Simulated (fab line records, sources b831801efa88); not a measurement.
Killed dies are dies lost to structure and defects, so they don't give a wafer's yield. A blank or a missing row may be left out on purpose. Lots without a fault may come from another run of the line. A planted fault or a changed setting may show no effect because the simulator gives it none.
fab line records | flow sky130
record lots=13 wafers=39 last_day=50
route steps=708 shown SPACER@306 CONTACT@408
lots that met no fault: from a run of the same line without faults
start_h: hours from the record's first day to the start of the lot's first wafer shown | wait_h: hours since the lot's step before | " the same as in the row above | L1.1+2: a row that stands for several wafers | - no value, or no start given | * or withheld: withheld | < > ~ a bound
route shown NAME@n: a module of which the file shows steps, and the number in the route of the first | usual: mean/standard deviation of fault-free wafers | same: alike in all rows | chamber/n: place in a boat | sites: the reading at each site | _std_site: their standard deviation | _edge_site: outer sites' mean less inner sites' | radius_mm: how far each site lies from the wafer's centre | mask NAME#n: copy n | behind: the tool/chamber that last shaped the wafer | hold: why the lot was held/for how many hours/how that ended | device: the transistor (n, p or np) that didn't switch | end of line: the same wafers' tests at the end of the route | a step without rows: its recipe alone | killed: dies lost to structure and defects at the first sort, not the wafer's yield | map: a wafer's dies, x killed, . not, _ none there
set.NAME: the setting as run; set.NAME@STEP: as run at that earlier step | model.NAME: the simulator's own value behind a step, which no gauge read
steps of the route over a sample of lots; a table a step, a row a wafer
services: from which hour (start_h, from the record's first day; less than 0 if before it) a tool's chamber was out of use, for how many hours, and why
## steps
# step SKY_SPACER_ETCHBACK_02
# recipe chemistry=CH3F/O2 target=Si3N4 stop_on=SiO2 source_w=400 bias_w=80 pressure_mtorr=25 ch3f_flow_sccm=40 O2_flow_sccm=30 time_s=46.7 target_depth_a=450
# usual drypump_motor_current_A=5.8/0.52 oes_product_au=0.859/0.0064 throttle_valve_pct=10.563/0.0087
# columns lot.wafer tool chamber start_h wait_h drypump_motor_current_A oes_product_au rf_hours_counter_h throttle_valve_pct
L716.2 rie_diel-02 1 535.75 0.0 5.2 0.864 14 10.554
L716.4 " 3 " " 5.1 0.855 10 10.561
L716.5 " 3 " " 5.1 0.862 - 10.563
L718.1 rie_diel-02 2 552.16 0.1 5.8 0.867 5 10.566
L718.4 " 0 " " 5.9 0.863 9 10.578
L718.5 " 2 " " 5.8 0.867 - 10.562
L720.1 rie_diel-04 2 566.41 0.1 6.2 0.851 0 10.571
L720.2 " 0 " " 5.2 0.850 41 10.578
L720.6 " 2 " " 6.2 0.858 - 10.561
L722.1 rie_diel-04 1 593.91 0.1 5.6 0.859 40 10.562
L722.2 " 2 " " 6.2 0.864 1 10.573
L722.5 " 0 " " 5.2 0.864 - 10.560
L723.2 rie_diel-04 2 600.01 0.0 6.3 0.859 1 10.573
L723.3 " 1 " " 5.7 0.859 40 10.559
L723.6 " 3 " " 6.4 0.870 - 10.583
L724.1 rie_diel-02 1 608.03 0.1 5.2 0.850 15 10.561
L724.3 " 2 " " 5.8 0.859 6 10.547
L724.5 " 3 " " 5.1 0.855 - 10.572
L725.1 rie_diel-04 3 618.62 0.1 6.4 0.870 11 10.565
L725.3 " 2 " " 6.3 0.859 1 10.568
L725.4 " 0 " " 5.2 0.863 42 10.556
L726.4 rie_diel-04 2 621.18 0.0 6.2 0.857 1 10.570
L726.5 " 3 " " 6.4 0.858 - 10.560
L726.6 " 0 " " 5.3 0.861 - 10.570
L730.2 rie_diel-02 1 657.53 0.0 5.2 0.868 16 10.578
L730.5 " 2 " " 5.8 0.864 - 10.568
L730.6 " 3 " " 5.1 0.865 - 10.548
L732.4 rie_diel-04 3 660.99 0.0 6.4 0.856 11 10.553
L732.5 " 1 " " 5.6 0.855 - 10.592
L732.6 " 2 " " 6.3 0.858 - 10.552
L735.1 rie_diel-04 3 692.48 0.1 6.4 0.848 12 10.566
L735.4 " 0 " " 5.2 0.855 43 10.575
L735.5 " 1 " " 5.7 0.856 - 10.561
L736.2 rie_diel-03 1 696.21 0.0 5.4 0.852 10 10.556
L736.5 " 3 " " 6.3 0.866 - 10.565
L736.6 " 0 " " 5.0 0.855 - 10.566
L738.3 rie_diel-02 3 713.08 0.0 5.1 0.858 14 10.561
L738.4 " 1 " " 5.2 0.857 18 10.555
L738.5 " 0 " " 5.9 0.857 - 10.556
# step SKY_CONTACT_HDPCVD_02
# recipe material=SiO2 target_thk_nm=565 sigma_open_frac=0.3 time_s=94.2 temp_c=600 sih4_flow_sccm=60 pressure_mtorr=6
# columns lot.wafer tool chamber start_h wait_h
L716.2+4+5 hdpcvd-02 0,2,0 713.90 0.0
L718.1+4+5 hdpcvd-02 0,0,2 728.69 0.1
L720.1+2+6 hdpcvd-02 0,1,0 742.60 0.1
L722.1+2+5 hdpcvd-02 2,0,1 768.61 0.1
L723.2+3+6 hdpcvd-01 0,2,0 771.11 0.0
L724.1+3+5 hdpcvd-02 1,0,0 780.33 0.1
L725.1+3+4 hdpcvd-02 0,1,1 788.70 0.1
L726.4+5+6 hdpcvd-01 2,0,2 793.03 0.1
L730.2+5+6 hdpcvd-01 2,1,2 826.01 0.0
L732.4+5+6 hdpcvd-02 1,1,0 827.78 0.1
L735.1+4+5 hdpcvd-02 0,1,0 861.10 0.1
L736.2+5+6 hdpcvd-02 2,2,1 862.82 0.0
L738.3+4+5 hdpcvd-02 0,2,1 877.48 0.0
# step SKY_CONTACT_THK_MEAS_03
# recipe reads=SiO2_of_CONTACT_HDPCVD_02
# usual CONTACT_HDPCVD_THK=566/5.8
# columns lot.wafer tool chamber start_h wait_h CONTACT_HDPCVD_THK[nm]
L716.2 film_metro-02 - 713.98 0.0 571
L716.4 " - " " 575
L716.5 " - " " 573
L718.1 film_metro-02 - 728.75 0.0 573
L718.4 " - " " 571
L718.5 " - " " 562
L720.1 film_metro-02 - 742.67 0.0 563
L720.2 " - " " 568
L720.6 " - " " 559
L722.1 film_metro-02 - 768.68 0.0 556
L722.2 " - " " 569
L722.5 " - " " 569
L723.2 film_metro-02 - 771.19 0.0 573
L723.3 " - " " 559
L723.6 " - " " 570
L724.1 film_metro-03 - 780.40 0.0 572
L724.3 " - " " 568
L724.5 " - " " 568
L725.1 film_metro-04 - 788.77 0.0 557
L725.3 " - " " 562
L725.4 " - " " 564
L726.4 film_metro-04 - 793.13 0.1 561
L726.5 " - " " 569
L726.6 " - " " 562
L730.2 film_metro-03 - 826.09 0.0 555
L730.5 " - " " 179
L730.6 " - " " 560
L732.4 film_metro-04 - 827.87 0.1 568
L732.5 " - " " 565
L732.6 " - " " 565
L735.1 film_metro-02 - 861.17 0.0 571
L735.4 " - " " 562
L735.5 " - " " 566
L736.2 film_metro-04 - 862.90 0.0 560
L736.5 " - " " 558
L736.6 " - " " 564
L738.3 film_metro-04 - 877.57 0.1 566
L738.4 " - " " 562
L738.5 " - " " 564
# step SKY_CONTACT_CMP_04
# recipe material=SiO2 down_force_psi=4 platen_rpm=60 pad_velocity_m_s=0.94248
# usual motor_current_A=12.2/1.2 platen_rpm=60.00/0.044 time_to_endpoint_s=82/4.8
# columns lot.wafer tool chamber start_h wait_h motor_current_A platen_rpm time_to_endpoint_s
L716.2 cmp-02 2 714.03 0.0 13.5 59.99 83
L716.4 " 3 " " 12.2 59.98 81
L716.5 " 2 " " 13.4 60.01 82
L718.1 cmp-01 3 728.81 0.1 14.6 60.03 77
L718.4 " 0 " " 11.0 60.01 80
L718.5 " 3 " " 14.3 59.98 74
L720.1 cmp-02 1 742.73 0.1 13.3 59.99 83
L720.2 " 3 " " 12.1 60.01 80
L720.6 " 1 " " 12.9 60.02 83
L722.1 cmp-01 0 768.79 0.1 10.9 60.07 79
L722.2 " 2 " " 13.0 59.98 84
L722.5 " 3 " " 14.9 60.00 76
L723.2 cmp-02 2 771.24 0.0 13.4 60.01 87
L723.3 " 0 " " 10.4 59.96 74
L723.6 " 3 " " 11.6 59.98 85
L724.3 cmp-01 2 780.56 0.1 12.4 59.99 82
L724.1 " 3 " " 14.2 59.98 75
L724.5 " 1 " " 11.6 59.98 79
L725.3 cmp-02 0 788.83 0.0 11.0 59.93 77
L725.1 " 1 " " 12.7 59.99 84
L725.4 " 2 " " 12.7 60.04 83
L726.4 cmp-01 3 793.31 0.2 13.8 60.03 76
L726.5 " 0 " " 10.6 60.03 86
L726.6 " 1 " " 12.0 60.00 79
L730.2 cmp-02 2 826.24 0.1 12.9 59.99 77
L730.5 " 0 " " 11.1 59.95 30
L730.6 " 1 " " 12.9 60.02 84
L732.4 cmp-02 3 828.00 0.1 11.8 59.99 84
L732.5 " 1 " " 12.7 60.00 90
L732.6 " 2 " " 13.4 59.98 89
L735.4 cmp-02 3 861.28 0.1 11.7 60.04 88
L735.1 " 1 " " 12.7 60.10 92
L735.5 " 2 " " 13.3 60.09 90
L736.2 cmp-02 0 863.00 0.1 10.6 59.96 79
L736.5 " 3 " " 11.2 59.98 85
L736.6 " 0 " " 10.8 60.07 80
L738.3 cmp-02 0 877.61 0.0 11.1 60.02 83
L738.4 " 1 " " 12.5 59.96 90
L738.5 " 0 " " 10.7 59.95 81
# step SKY_CONTACT_OVL_MEAS_15
# usual CONTACT_OVL=0/4.6
# columns lot.wafer tool chamber start_h wait_h CONTACT_OVL[nm]
L716.2 overlay-01 - 742.62 0.1 6
L716.4 " - " " 3
L716.5 " - " " 0
L718.1 overlay-02 - 757.36 0.1 -6
L718.4 " - " " 1
L718.5 " - " " -4
L720.1 overlay-01 - 769.75 0.1 -6
L720.2 " - " " -4
L720.6 " - " " -7
L722.1 overlay-02 - 795.95 0.1 9
L722.2 " - " " 2
L722.5 " - " " 1
L723.2 overlay-01 - 797.71 0.1 -2
L723.3 " - " " -9
L723.6 " - " " 2
L724.1 overlay-02 - 807.22 0.1 -1
L724.3 " - " " 1
L724.5 " - " " -1
L725.1 overlay-01 - 816.22 0.1 0
L725.3 " - " " 3
L725.4 " - " " -1
L726.4 overlay-01 - 820.17 0.1 -2
L726.5 " - " " 9
L726.6 " - " " 2
L730.2 overlay-02 - 853.02 0.1 7
L730.5 " - " " 8
L730.6 " - " " 10
L732.4 overlay-02 - 854.23 0.1 0
L732.5 " - " " -2
L732.6 " - " " 1
L735.1 overlay-01 - 887.52 0.1 3
L735.4 " - " " -2
L735.5 " - " " 4
L736.2 overlay-02 - 889.72 0.1 6
L736.5 " - " " -6
L736.6 " - " " -3
L738.3 overlay-01 - 904.23 0.1 1
L738.4 " - " " -6
L738.5 " - " " -3
# step SKY_CONTACT_ETCH_16
# recipe chemistry=N2/H2 target=BARC ion_energy_ev=200 source_w=500 bias_w=100 pressure_mtorr=30 n2_flow_sccm=100 h2_flow_sccm=200 stop_on=SiO2 time_s=45.9 target_depth_a=600
# usual drypump_motor_current_A=5.6/0.52 h2_flow_sccm=200.0/0.59 n2_flow_sccm=100.01/0.27 oes_product_au=0.856/0.0052 throttle_valve_pct=13.225/0.0085
# columns lot.wafer tool chamber start_h wait_h drypump_motor_current_A h2_flow_sccm n2_flow_sccm oes_product_au rf_hours_counter_h throttle_valve_pct
L716.2 rie_diel-03 0 742.65 0.0 5.0 199.3 99.41 0.864 20 13.223
L716.4 " 2 " " 6.5 199.4 99.98 0.855 11 13.228
L716.5 " 3 " " 6.2 199.8 100.12 0.851 - 13.236
L718.1 rie_diel-01 0 757.40 0.0 5.6 199.5 99.87 0.859 20 13.220
L718.4 " 2 " " 5.8 200.1 99.64 0.854 10 13.212
L718.5 " 2 " " 5.8 200.1 99.81 0.862 - 13.235
L720.1 rie_diel-03 0 769.79 0.0 5.1 199.8 99.73 0.858 21 13.238
L720.2 " 2 " " 6.6 199.5 99.96 0.847 12 13.222
L720.6 " 0 " " 5.0 200.4 99.35 0.859 - 13.233
L722.1 rie_diel-03 0 795.99 0.0 5.1 200.5 100.25 0.849 21 13.233
L722.2 " 1 " " 5.4 199.5 100.35 0.861 13 13.237
L722.5 " 3 " " 6.3 200.6 100.17 0.856 - 13.231
L723.2 rie_diel-02 1 797.74 0.0 5.2 200.1 100.34 0.860 20 13.217
L723.3 " 3 " " 5.1 200.4 100.11 0.863 17 13.225
L723.6 " 3 " " 5.1 200.7 100.42 0.858 - 13.217
L724.1 rie_diel-01 2 807.25 0.0 5.8 199.8 99.84 0.856 12 13.242
L724.3 " 1 " " 4.8 200.5 99.84 0.851 5 13.216
L724.5 " 0 " " 5.6 199.9 99.97 0.858 - 13.231
L725.1 rie_diel-03 2 816.25 0.0 6.6 200.5 100.13 0.855 13 13.236
L725.3 " 0 " " 5.0 199.9 99.69 0.848 22 13.231
L725.4 " 3 " " 6.3 198.6 99.72 0.850 7 13.229
L726.4 rie_diel-02 1 820.19 0.0 5.2 199.6 100.04 0.858 21 13.235
L726.5 " 1 " " 5.2 199.8 100.13 0.861 - 13.203
L726.6 " 0 " " 5.9 200.6 99.68 0.855 - 13.221
L730.2 rie_diel-01 1 853.05 0.0 4.8 200.9 99.82 0.868 7 13.217
L730.5 " 2 " " 5.8 199.4 99.71 0.865 - 13.223
L730.6 " 1 " " 4.7 200.3 100.09 0.859 - 13.216
L732.4 rie_diel-01 2 854.25 0.0 5.8 200.0 100.13 0.852 13 13.234
L732.5 " 2 " " 5.8 200.0 100.01 0.853 - 13.234
L732.6 " 3 " " 5.5 199.4 100.16 0.856 - 13.237
L735.1 rie_diel-02 1 887.55 0.0 5.2 199.2 99.90 0.854 24 13.228
L735.4 " 2 " " 5.8 199.9 100.04 0.853 12 13.237
L735.5 " 2 " " 5.8 200.2 99.59 0.854 - 13.220
L736.2 rie_diel-03 3 889.75 0.0 6.3 199.5 99.81 0.859 9 13.224
L736.5 " 1 " " 5.4 199.0 100.12 0.864 - 13.229
L736.6 " 0 " " 5.0 200.1 99.85 0.852 - 13.213
L738.3 rie_diel-03 0 904.25 0.0 5.0 199.6 100.17 0.850 25 13.226
L738.4 " 3 " " 6.3 198.8 100.01 0.852 - 13.230
L738.5 " 0 " " 5.0 200.2 99.59 0.850 - 13.218
# step SKY_CONTACT_ETCH_17
# recipe target=SiO2 chemistry=C4F8/O2/Ar stop_on=Si3N4 mask_material=KrF-thick source_w=1500 bias_w=1200 pressure_mtorr=40 c4f8_flow_sccm=withheld O2_flow_sccm=6 Ar_flow_sccm=300 time_s=withheld target_depth_a=3400
# usual oes_product_au=0.892/0.0048
# columns lot.wafer tool chamber start_h wait_h oes_product_au
L716.2 rie_diel-03 0 742.69 0.0 0.882
L716.4 " 2 " " 0.891
L716.5 " 3 " " 0.891
L718.1 rie_diel-01 0 757.44 0.0 0.892
L718.4 " 2 " " 0.895
L718.5 " 2 " " 0.882
L720.1 rie_diel-03 0 769.83 0.0 0.890
L720.2 " 2 " " 0.893
L720.6 " 0 " " 0.898
L722.1 rie_diel-03 0 796.03 0.0 0.895
L722.2 " 1 " " 0.894
L722.5 " 3 " " 0.896
L723.2 rie_diel-02 1 797.78 0.0 0.888
L723.3 " 3 " " 0.891
L723.6 " 3 " " 0.886
L724.1 rie_diel-01 2 807.29 0.0 0.882
L724.3 " 1 " " 0.895
L724.5 " 0 " " 0.884
L725.1 rie_diel-03 2 816.29 0.0 0.887
L725.3 " 0 " " 0.891
L725.4 " 3 " " 0.893
L726.4 rie_diel-02 1 820.23 0.0 0.890
L726.5 " 1 " " 0.895
L726.6 " 0 " " 0.890
L730.2 rie_diel-01 1 853.09 0.0 0.895
L730.5 " 2 " " 0.646
L730.6 " 1 " " 0.889
L732.4 rie_diel-01 2 854.29 0.0 0.900
L732.5 " 2 " " 0.892
L732.6 " 3 " " 0.890
L735.1 rie_diel-02 1 887.59 0.0 0.899
L735.4 " 2 " " 0.897
L735.5 " 2 " " 0.891
L736.2 rie_diel-03 3 889.79 0.0 0.885
L736.5 " 1 " " 0.890
L736.6 " 0 " " 0.893
L738.3 rie_diel-03 0 904.29 0.0 0.888
L738.4 " 3 " " 0.890
L738.5 " 0 " " 0.882
## services
# columns tool chamber start_h hours kind
cmp-02 - 532.53 0.7 repair
rie_diel-03 0 538.85 4.6 repair
cmp-02 - 561.72 4.0 pm
cmp-02 - 567.46 2.4 repair
cmp-02 - 572.19 4.0 pm
cmp-02 - 585.78 1.5 repair
rie_diel-02 0 586.75 10.4 repair
rie_diel-03 2 609.50 8.3 repair
cmp-02 - 645.01 10.9 pm
rie_diel-02 - 683.01 1.1 repair
rie_diel-02 - 713.37 0.6 repair
rie_diel-03 1 742.85 10.0 repair
hdpcvd-02 0 746.59 11.4 repair
rie_diel-02 2 777.34 40.1 repair
cmp-02 - 779.01 5.3 pm
rie_diel-02 3 793.34 2.6 repair
hdpcvd-02 - 797.80 0.6 repair
cmp-02 - 800.21 2.0 repair
hdpcvd-02 - 800.36 7.4 repair
hdpcvd-02 2 823.69 13.8 repair
rie_diel-02 2 862.38 4.8 repair
rie_diel-03 3 864.96 10.2 repair
rie_diel-03 2 872.59 4.8 repair
rie_diel-03 1 902.04 4.2 repair
## key
first_sign step=SKY_CONTACT_THK_MEAS_03 reading=CONTACT_HDPCVD_THK direction=down sigmas=67 usual=566 struck=179
effect step=SKY_CONTACT_CMP_04 reading=time_to_endpoint_s direction=down sigmas=11 usual=* struck=*
effect step=SKY_CONTACT_ETCH_17 reading=oes_product_au direction=down sigmas=51 usual=0.892 struck=0.646
met_at SKY_CONTACT_HDPCVD_02
struck_lots L730
struck_wafers L730.5
sort_left_out L730.5
tester_left_out L730
not_acting_at SKY_SPACER_ETCHBACK_02,SKY_CONTACT_OVL_MEAS_15,SKY_CONTACT_ETCH_16
fault kind=process_parameter_drift tool=hdpcvd-01 chamber=1 onset_h=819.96 steps=SKY_CONTACT_HDPCVD_02 channel=target_thk_nm offset=-393.46 shape=step end_h=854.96 acts_in=these_recipes_only stated=565
# tester_left_out: of these lots the tester's yield and bins aren't shown, on N5 and GAA mostly nor the transistor test; their killed dies are dies lost to structure and defects alone, not to doping, threshold or leakage, so they don't give the yield
# sort_left_out: the simulated sort isn't trusted on such a fault, so these wafers' sort isn't shown, and their yield isn't known
